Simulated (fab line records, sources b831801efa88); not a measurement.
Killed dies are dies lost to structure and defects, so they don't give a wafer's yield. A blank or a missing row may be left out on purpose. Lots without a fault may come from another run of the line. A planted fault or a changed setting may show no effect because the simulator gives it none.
fab line records | flow sky130
record lots=6 wafers=18 last_day=49
route steps=708 shown LDD_P@263 LDD_HVN@267 LDD_HVP@278 PAD_OPEN@708
lots that met no fault: from a run of the same line without faults
start_h: hours from the record's first day to the start of the lot's first wafer shown | wait_h: hours since the lot's step before | " the same as in the row above | L1.1+2: a row that stands for several wafers | - no value, or no start given | * or withheld: withheld | < > ~ a bound
route shown NAME@n: a module of which the file shows steps, and the number in the route of the first | usual: mean/standard deviation of fault-free wafers | same: alike in all rows | chamber/n: place in a boat | sites: the reading at each site | _std_site: their standard deviation | _edge_site: outer sites' mean less inner sites' | radius_mm: how far each site lies from the wafer's centre | mask NAME#n: copy n | behind: the tool/chamber that last shaped the wafer | hold: why the lot was held/for how many hours/how that ended | device: the transistor (n, p or np) that didn't switch | end of line: the same wafers' tests at the end of the route | a step without rows: its recipe alone | killed: dies lost to structure and defects at the first sort, not the wafer's yield | map: a wafer's dies, x killed, . not, _ none there
set.NAME: the setting as run; set.NAME@STEP: as run at that earlier step | model.NAME: the simulator's own value behind a step, which no gauge read
lots at some steps of the route; a table a step, a row a wafer
services: from which hour (start_h, from the record's first day; less than 0 if before it) a tool's chamber was out of use, for how many hours, and why
## steps
# step SKY_LDD_P_OVL_MEAS_08
# usual LDD_P_OVL=-0.3/1.5
# columns lot.wafer tool chamber start_h wait_h LDD_P_OVL[nm]
L257.1 overlay-02 - 439.20 0.1 -0.6
L257.2 " - " " 1.0
L257.4 " - " " 1.7
L261.1 overlay-02 - 468.41 0.1 0.0
L261.5 " - " " -2.4
L261.6 " - " " 2.0
L263.2 overlay-02 - 499.44 0.1 -0.1
L263.3 " - " " -1.9
L263.6 " - " " -0.6
L273.1 overlay-02 - 594.89 0.1 -1.4
L273.2 " - " " -3.0
L273.3 " - " " -0.1
L274.1 overlay-02 - 597.89 0.1 0.9
L274.3 " - " " 1.0
L274.4 " - " " 0.5
L275.2 overlay-02 - 604.84 0.1 -2.2
L275.3 " - " " -0.5
L275.6 " - " " -0.6
# step SKY_LDD_P_IMPLANT_09
# recipe species=BF2 energy_kev=25 dose_cm2=9.83e+12 tilt_deg=withheld
# step SKY_LDD_P_STRIP_10
# recipe chemistry=O2/N2 power_w=1400 pressure_mtorr=1500 platen_temp_c=withheld o2_flow_sccm=3000 n2_flow_sccm=300 overash_fraction=0.5
# usual drypump_motor_current_A=5.4/0.35 oes_product_au=0.716/0.0049 strip_time_to_endpoint_s=14.20/0.04
# columns lot.wafer tool chamber start_h wait_h drypump_motor_current_A oes_product_au rf_hours_counter_h strip_time_to_endpoint_s
L257.1 plasma_asher-01 1 439.39 0.1 5.6 0.716 77 14.23
L257.2 " 0 " " 4.9 0.716 77 14.22
L257.4 " 0 " " 4.9 0.715 - 14.22
L261.1 plasma_asher-03 0 468.60 0.1 5.0 0.720 36 14.19
L261.5 " 1 " " 5.9 0.721 - 14.20
L261.6 " 0 " " 5.0 0.713 - 14.20
L263.2 plasma_asher-04 1 499.62 0.1 5.1 0.714 65 14.20
L263.3 " 1 " " 5.1 0.712 - 14.23
L263.6 " 1 " " 5.1 0.721 - 14.19
L273.1 plasma_asher-04 1 595.07 0.1 5.2 0.719 74 14.16
L273.2 " 0 " " 5.6 0.718 74 14.19
L273.3 " 0 " " 5.6 0.716 - 14.17
L274.1 plasma_asher-01 0 598.07 0.1 4.9 0.722 92 14.22
L274.3 " 0 " " 4.9 0.718 - 14.19
L274.4 " 1 " " 5.6 0.715 - 14.21
L275.2 plasma_asher-01 1 605.02 0.1 5.7 0.721 93 14.20
L275.3 " 1 " " 5.6 0.715 - 14.22
L275.6 " 0 " " 5.0 0.714 - 14.16
# step SKY_LDD_P_TW_MEAS_11
# usual LDD_P_TW=624/11
# columns lot.wafer tool chamber start_h wait_h LDD_P_TW
L257.1 film_metro-02 - 439.49 0.1 617
L257.2 " - " " 617
L257.4 " - " " 616
L261.1 film_metro-04 - 468.70 0.1 637
L261.5 " - " " 639
L261.6 " - " " 634
L263.2 film_metro-02 - 499.73 0.1 613
L263.3 " - " " 614
L263.6 " - " " 614
L273.1 film_metro-03 - 595.17 0.1 625
L273.2 " - " " 631
L273.3 " - " " 628
L274.1 film_metro-03 - 598.17 0.1 629
L274.3 " - " " 628
L274.4 " - " " 631
L275.2 film_metro-02 - 605.13 0.1 616
L275.3 " - " " 613
L275.6 " - " " 616
# step SKY_LDD_HVN_DEHYDRATE_00
# recipe temp_c=200 time_s=60
# step SKY_LDD_HVN_HMDS_01
# recipe prime_time_s=60 prime_temp_c=120
# step SKY_LDD_HVN_COAT_02
# recipe resist=NOVOLAK spin_rpm=3000 resist_thk_nm=300
# step SKY_LDD_HVN_SOFTBAKE_03
# recipe temp_c=90 time_s=60 resist=NOVOLAK
# step SKY_LDD_HVN_EXPOSE_04
# recipe mask_id=HVNTM na=0.6 source_shape=conventional sigma_outer=0.6 polarization=unpolarized target_cd_nm=700 dose_mj=127
# step SKY_LDD_HVN_PEB_05
# recipe temp_c=withheld time_s=* resist=NOVOLAK
# step SKY_LDD_HVN_DEVELOP_06
# recipe resist=NOVOLAK developer=TMAH develop_time_s=60 dev_temp_c=23
# step SKY_LDD_HVN_OVL_MEAS_07
# usual LDD_HVN_OVL=0.6/1.4
# columns lot.wafer tool chamber start_h wait_h LDD_HVN_OVL[nm]
L257.1 overlay-02 - 469.83 0.1 0.4
L257.2 " - " " -0.4
L257.4 " - " " 1.5
L261.1 overlay-02 - 499.17 0.1 0.5
L261.5 " - " " -0.8
L261.6 " - " " 1.3
L263.2 overlay-01 - 530.34 0.1 3.6
L263.3 " - " " 3.0
L263.6 " - " " 2.8
L273.1 overlay-01 - 624.17 0.1 1.8
L273.2 " - " " 0.2
L273.3 " - " " 1.1
L274.1 overlay-02 - 626.68 0.1 2.0
L274.3 " - " " 0.2
L274.4 " - " " 1.1
L275.2 overlay-02 - 633.74 0.1 -0.2
L275.3 " - " " -1.5
L275.6 " - " " -0.8
# step SKY_LDD_HVN_IMPLANT_08
# recipe species=P energy_kev=60 dose_cm2=3e+13 tilt_deg=40
# usual dose_ions_cm2=3e+13/3.4e+10 end_station_pressure_torr=5.15e-06/2.7e-07 faraday_current_uA=169/3 tilt_deg=39.999/0.022
# columns lot.wafer tool chamber start_h wait_h dose_ions_cm2 end_station_pressure_torr faraday_current_uA tilt_deg
L257.1 implanter-03 0 469.87 0.0 3.001e+13 5.07e-06 172 39.994
L257.2 " 0 " " 2.998e+13 5.39e-06 170 39.989
L257.4 " 0 " " 2.998e+13 4.92e-06 169 40.022
L261.1 implanter-02 0 499.30 0.1 3.003e+13 5.09e-06 169 39.999
L261.5 " 0 " " 2.996e+13 5.33e-06 171 40.025
L261.6 " 0 " " 3.007e+13 5.11e-06 168 39.999
L263.2 implanter-01 0 530.50 0.2 2.995e+13 5.65e-06 166 39.934
L263.3 " 0 " " 3e+13 4.9e-06 164 39.993
L263.6 " 0 " " 2.998e+13 5.32e-06 169 39.975
L273.1 implanter-02 0 624.21 0.0 2.7899e+14 6.51e-06 1495 39.961
L273.2 " 0 " " 2.7898e+14 6.83e-06 1585 40.016
L273.3 " 0 " " 2.7899e+14 5.99e-06 1504 40.036
L274.1 implanter-02 0 626.72 0.0 2.7901e+14 5.3e-06 1556 40.001
L274.3 " 0 " " 2.7905e+14 5.82e-06 1517 40.002
L274.4 " 0 " " 2.7906e+14 6.09e-06 1519 40.018
L275.2 implanter-01 0 633.79 0.0 3.001e+13 4.71e-06 168 39.988
L275.3 " 0 " " 2.998e+13 5.19e-06 170 39.978
L275.6 " 0 " " 2.995e+13 5.18e-06 169 39.982
# step SKY_LDD_HVN_STRIP_09
# recipe chemistry=O2/N2 power_w=1400 pressure_mtorr=1500 platen_temp_c=withheld o2_flow_sccm=3000 n2_flow_sccm=300 overash_fraction=0.5
# usual drypump_motor_current_A=5.6/0.59 oes_product_au=0.409/0.0046 strip_time_to_endpoint_s=4.135/0.016
# columns lot.wafer tool chamber start_h wait_h drypump_motor_current_A oes_product_au rf_hours_counter_h strip_time_to_endpoint_s
L257.1 plasma_asher-02 1 470.02 0.1 5.3 0.406 4 4.144
L257.2 " 0 " " 6.7 0.419 4 4.149
L257.4 " 1 " " 5.3 0.407 - 4.159
L261.1 plasma_asher-01 1 499.45 0.1 5.7 0.408 83 4.135
L261.5 " 1 " " 5.7 0.414 - 4.132
L261.6 " 0 " " 4.9 0.414 - 4.125
L263.2 plasma_asher-04 0 530.62 0.1 5.6 0.408 67 4.104
L263.3 " 1 " " 5.1 0.409 - 4.125
L263.6 " 0 " " 5.6 0.406 - 4.131
L273.1 plasma_asher-01 0 624.36 0.1 4.9 0.416 95 4.144
L273.2 " 1 " " 5.7 0.405 95 4.158
L273.3 " 0 " " 4.9 0.407 - 4.145
L274.1 plasma_asher-02 0 626.87 0.1 6.8 0.402 18 4.120
L274.3 " 1 " " 5.3 0.408 - 4.114
L274.4 " 0 " " 6.8 0.400 - 4.155
L275.2 plasma_asher-02 0 633.92 0.1 6.8 0.404 18 4.142
L275.3 " 1 " " 5.3 0.407 - 4.117
L275.6 " 0 " " 6.7 0.411 - 4.126
# step SKY_LDD_HVN_TW_MEAS_10
# usual LDD_HVN_TW=1437/16
# columns lot.wafer tool chamber start_h wait_h LDD_HVN_TW
L257.1 film_metro-01 - 470.12 0.1 1439
L257.2 " - " " 1436
L257.4 " - " " 1442
L261.1 film_metro-04 - 499.55 0.1 1443
L261.5 " - " " 1447
L261.6 " - " " 1449
L263.2 film_metro-01 - 530.73 0.1 1437
L263.3 " - " " 1429
L263.6 " - " " 1431
L273.1 film_metro-04 - 624.46 0.1 2905
L273.2 " - " " 2886
L273.3 " - " " 2911
L274.1 film_metro-03 - 626.97 0.1 2830
L274.3 " - " " 2816
L274.4 " - " " 2809
L275.2 film_metro-04 - 634.03 0.1 1456
L275.3 " - " " 1460
L275.6 " - " " 1451
# step SKY_LDD_HVP_DEHYDRATE_00
# recipe temp_c=200 time_s=60
# step SKY_PAD_OPEN_PROBE_99
# usual killed_at_M0_to_M3=43/7.2 killed_at_M4_up=3.5/2 killed_at_contacts=24/5.2 killed_at_front_end=15/4.4 killed_at_other=0.2/0.48 killed_dies=85/9.4 killed_open=46/7.3 killed_short=39/6.1
# same gross_dies=492 killed_at_back_side=0
# columns lot.wafer tool chamber start_h wait_h killed_at_M0_to_M3 killed_at_M4_up killed_at_contacts killed_at_front_end killed_at_other killed_dies killed_open killed_short model.etest.tip_n_5v.rs_ohm_sq model.etest.nfet_g5v0d10v5.r_on_ohm_um model.etest.nfet_16v.r_on_ohm_um model.etest.nfet_g5v0d10v5.drive_ua_um model.etest.nfet_05v0_nvt.drive_ua_um model.etest.tip_n_5v.rs_ohm_sq_range model.etest.res_ndiff_hv.rs_ohm_sq model.etest.nfet_16v.drive_ua_um
L257.1 prober-01 - 1081.34 0.1 53 7 24 11 0 95 50 45 1376 1853 1.426e+04 608.2 580.6 21.65 115 223.4
L257.2 prober-01 - 1081.39 0.1 40 5 23 12 1 81 40 41 1381 1866 1.432e+04 605.3 585.6 14.2 116 223.1
L257.4 prober-01 - 1081.49 0.2 37 3 24 14 0 78 43 35 1375 1861 1.428e+04 604.7 573.8 25.02 116.4 222.7
L261.1 prober-01 - 1100.72 0.1 42 6 21 22 0 91 48 43 1380 1890 1.386e+04 620.1 586 28.27 114.9 229.7
L261.5 prober-01 - 1100.92 0.2 44 8 21 14 0 87 47 40 1381 1915 1.401e+04 613.6 584.5 16.53 115.4 227.1
L261.6 prober-01 - 1100.97 0.2 42 3 32 9 0 86 51 35 1375 1911 1.405e+04 603.7 572 16.78 114.9 224.5
L263.2 prober-02 - 1123.25 0.1 44 4 27 11 0 86 47 38 1398 1909 1.412e+04 588.3 566.5 50 114.4 222.1
L263.3 prober-02 - 1123.30 0.2 37 2 23 19 0 81 43 38 1401 1928 1.423e+04 599.8 573.6 49.4 115.5 220.7
L263.6 prober-02 - 1123.45 0.2 48 2 29 18 0 97 47 50 1391 1948 1.426e+04 585.7 562 37.54 114.9 215.7
L273.1 prober-02 - 1169.61 0.1 35 3 18 15 0 71 38 33 253.5 1468 1.425e+04 712.2 621.8 3.494 100.1 226
L273.2 prober-02 - 1169.66 0.1 47 4 25 17 0 93 54 39 254.4 1463 1.414e+04 715.2 633 4.763 100.1 230.3
L273.3 prober-02 - 1169.71 0.2 52 4 21 20 0 97 54 43 254.1 1478 1.402e+04 711 623.9 5.415 100.6 230.5
L274.1 prober-01 - 1172.35 0.1 40 0 21 10 0 71 41 30 254.6 1479 1.401e+04 695.8 615.1 6.459 97.17 226.1
L274.3 prober-01 - 1172.45 0.2 38 1 26 11 0 76 46 30 252.8 1473 1.405e+04 701 619.9 5.718 97.17 228.6
L274.4 prober-01 - 1172.50 0.2 41 2 25 12 0 80 41 39 253.4 1480 1.383e+04 697.6 619.3 5.951 97.63 230.4
L275.2 prober-02 - 1187.79 0.1 39 1 30 19 0 89 48 41 1409 1930 1.427e+04 597.5 568 31.09 115 218
L275.3 prober-02 - 1187.84 0.2 39 3 22 21 1 86 41 41 1417 1888 1.414e+04 604.5 571.1 34.86 114.3 223.3
L275.6 prober-02 - 1187.99 0.2 50 2 19 14 0 85 37 48 1407 1905 1.427e+04 599.1 569.2 37.23 114.4 220
# killed by level:class
L257.1 VIA1:geometric_particle:open=11 CONTACT:geometric_particle:open=10 METAL1:geometric_particle:short=10 VIA3:geometric_particle:open=7 VIA2:geometric_particle:open=7 LOCAL_INTERCONNECT:geometric_particle:short=5 METAL4:geometric_particle:short=5 FIELD_ISO:geometric_particle:short=4
L257.2 CONTACT:geometric_particle:open=12 METAL1:geometric_particle:short=9 VIA1:geometric_particle:short=9 VIA3:geometric_particle:open=7 VIA1:geometric_particle:open=6 LI_CONTACT:geometric_particle:open=5 FIELD_ISO:geometric_particle:short=4 METAL4:geometric_particle:short=4
L257.4 LI_CONTACT:geometric_particle:open=9 VIA1:geometric_particle:open=9 CONTACT:geometric_particle:open=8 VIA3:geometric_particle:open=6 METAL2:geometric_particle:short=5 VIA1:geometric_particle:short=5 LOCAL_INTERCONNECT:geometric_particle:short=5 FIELD_ISO:geometric_particle:open=4
L261.1 METAL1:geometric_particle:short=10 VIA1:geometric_particle:open=9 LI_CONTACT:geometric_particle:open=8 POLY_GATE:geometric_particle:open=6 VIA3:geometric_particle:open=6 POLY_GATE:geometric_particle:short=5 FIELD_ISO:geometric_particle:open=4 FIELD_ISO:geometric_particle:short=4
L261.5 VIA1:geometric_particle:open=11 VIA2:geometric_particle:open=11 METAL4:geometric_particle:short=8 LI_CONTACT:geometric_particle:open=7 CONTACT:geometric_particle:open=6 VIA1:geometric_particle:short=5 VIA2:geometric_particle:short=4 POLY_GATE:geometric_particle:open=4
L261.6 CONTACT:geometric_particle:open=11 VIA1:geometric_particle:open=8 VIA2:geometric_particle:open=8 LI_CONTACT:geometric_particle:open=7 LI_CONTACT:geometric_particle:short=5 METAL2:geometric_particle:short=5 VIA3:geometric_particle:open=5 VIA2:geometric_particle:short=4
L263.2 CONTACT:geometric_particle:open=11 VIA1:geometric_particle:open=9 LI_CONTACT:geometric_particle:open=8 VIA2:geometric_particle:open=7 METAL1:geometric_particle:short=6 METAL2:geometric_particle:short=5 FIELD_ISO:geometric_particle:open=4 FIELD_ISO:geometric_particle:short=4
L263.3 CONTACT:geometric_particle:short=7 LI_CONTACT:geometric_particle:open=7 CONTACT:geometric_particle:open=7 VIA1:geometric_particle:open=7 METAL1:geometric_particle:short=6 VIA3:geometric_particle:open=6 FIELD_ISO:geometric_particle:open=5 POLY_GATE:geometric_particle:short=5
L263.6 CONTACT:geometric_particle:open=12 VIA1:geometric_particle:open=9 VIA3:geometric_particle:open=8 FIELD_ISO:geometric_particle:short=7 METAL2:geometric_particle:short=7 LI_CONTACT:geometric_particle:short=6 METAL1:geometric_particle:short=5 FIELD_ISO:geometric_particle:open=4
L273.1 VIA1:geometric_particle:open=9 CONTACT:geometric_particle:short=6 CONTACT:geometric_particle:open=6 VIA1:geometric_particle:short=6 VIA3:geometric_particle:open=6 METAL2:geometric_particle:short=5 FIELD_ISO:geometric_particle:open=4 LOCAL_INTERCONNECT:geometric_particle:short=4
L273.2 VIA1:geometric_particle:short=11 VIA1:geometric_particle:open=11 VIA3:geometric_particle:open=10 LI_CONTACT:geometric_particle:open=8 CONTACT:geometric_particle:open=6 POLY_GATE:geometric_particle:open=5 CONTACT:geometric_particle:short=5 VIA3:geometric_particle:short=4
L273.3 VIA1:geometric_particle:open=18 LI_CONTACT:geometric_particle:open=8 VIA3:geometric_particle:open=7 CONTACT:geometric_particle:open=6 VIA2:geometric_particle:open=6 FIELD_ISO:geometric_particle:open=5 FIELD_ISO:geometric_particle:short=5 CONTACT:geometric_particle:short=5
L274.1 VIA3:geometric_particle:open=8 CONTACT:geometric_particle:open=7 VIA1:geometric_particle:open=7 LI_CONTACT:geometric_particle:open=6 VIA2:geometric_particle:open=5 METAL1:geometric_particle:short=4 CONTACT:geometric_particle:short=4 VIA1:geometric_particle:short=4
L274.3 LI_CONTACT:geometric_particle:open=10 VIA1:geometric_particle:open=10 CONTACT:geometric_particle:open=6 LOCAL_INTERCONNECT:geometric_particle:short=5 METAL2:geometric_particle:short=5 VIA2:geometric_particle:open=5 VIA3:geometric_particle:open=5 FIELD_ISO:geometric_particle:short=4
L274.4 VIA1:geometric_particle:open=8 LI_CONTACT:geometric_particle:open=7 METAL2:geometric_particle:short=6 FIELD_ISO:geometric_particle:short=5 LI_CONTACT:geometric_particle:short=5 VIA2:geometric_particle:short=5 CONTACT:geometric_particle:open=5 METAL3:geometric_particle:open=4
L275.2 CONTACT:geometric_particle:open=15 VIA1:geometric_particle:open=8 METAL1:geometric_particle:short=8 METAL2:geometric_particle:short=8 POLY_GATE:geometric_particle:short=7 VIA3:geometric_particle:open=7 LI_CONTACT:geometric_particle:open=6 POLY_GATE:geometric_particle:open=4
L275.3 VIA1:geometric_particle:open=9 METAL2:geometric_particle:short=9 CONTACT:geometric_particle:open=7 VIA3:geometric_particle:open=6 FIELD_ISO:geometric_particle:short=5 LI_CONTACT:geometric_particle:open=5 VIA1:geometric_particle:short=5 POLY_GATE:geometric_particle:open=4
L275.6 VIA1:geometric_particle:open=12 CONTACT:geometric_particle:open=8 METAL2:geometric_particle:short=8 METAL1:geometric_particle:short=6 VIA1:geometric_particle:short=6 VIA3:geometric_particle:open=6 METAL3:geometric_particle:short=5 FIELD_ISO:geometric_particle:short=4
## services
# columns tool chamber start_h hours kind
plasma_asher-02 - 421.25 9.0 pm
plasma_asher-02 0 421.25 9.0 vent_cycle
plasma_asher-02 1 421.25 9.0 vent_cycle
plasma_asher-02 0 430.25 - clean
plasma_asher-02 1 430.25 - clean
plasma_asher-03 - 444.97 2.4 repair
plasma_asher-02 - 445.38 5.6 repair
implanter-01 - 458.98 1.2 repair
plasma_asher-03 - 470.61 2.8 pm
implanter-03 - 491.27 21.4 pm
plasma_asher-04 - 503.49 2.8 pm
plasma_asher-02 - 523.77 1.7 repair
plasma_asher-01 - 556.40 12.4 pm
implanter-03 - 576.74 0.6 repair
plasma_asher-02 - 581.61 2.8 pm
implanter-02 - 583.59 3.6 pm
plasma_asher-02 - 592.81 21.6 repair
implanter-01 - 622.45 2.4 pm
## key
first_sign step=SKY_LDD_HVN_IMPLANT_08 reading=dose_ions_cm2 direction=up sigmas=99+ usual=* struck=*
effect step=SKY_LDD_HVN_IMPLANT_08 reading=faraday_current_uA direction=up sigmas=99+ usual=169 struck=1529
effect step=SKY_LDD_HVN_TW_MEAS_10 reading=LDD_HVN_TW direction=up sigmas=87 usual=1437 struck=2859
model_effect step=SKY_PAD_OPEN_PROBE_99 value=etest.tip_n_5v.rs_ohm_sq without=1397 struck=253.8
met_at SKY_LDD_HVN_IMPLANT_08
struck_wafers L273.1,L273.2,L273.3,L274.1,L274.3,L274.4
tester_left_out L273,L274
onset_between 499.30 624.21
fault kind=process_parameter_drift tool=implanter-02 chamber=- onset_h=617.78 steps=SKY_LDD_HVN_IMPLANT_08 channel=dose_cm2 offset=* shape=step end_h=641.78 acts_in=* stated=*
# tester_left_out: of these lots the tester's yield and bins aren't shown, on N5 and GAA mostly nor the transistor test; their killed dies are dies lost to structure and defects alone, not to doping, threshold or leakage, so they don't give the yield
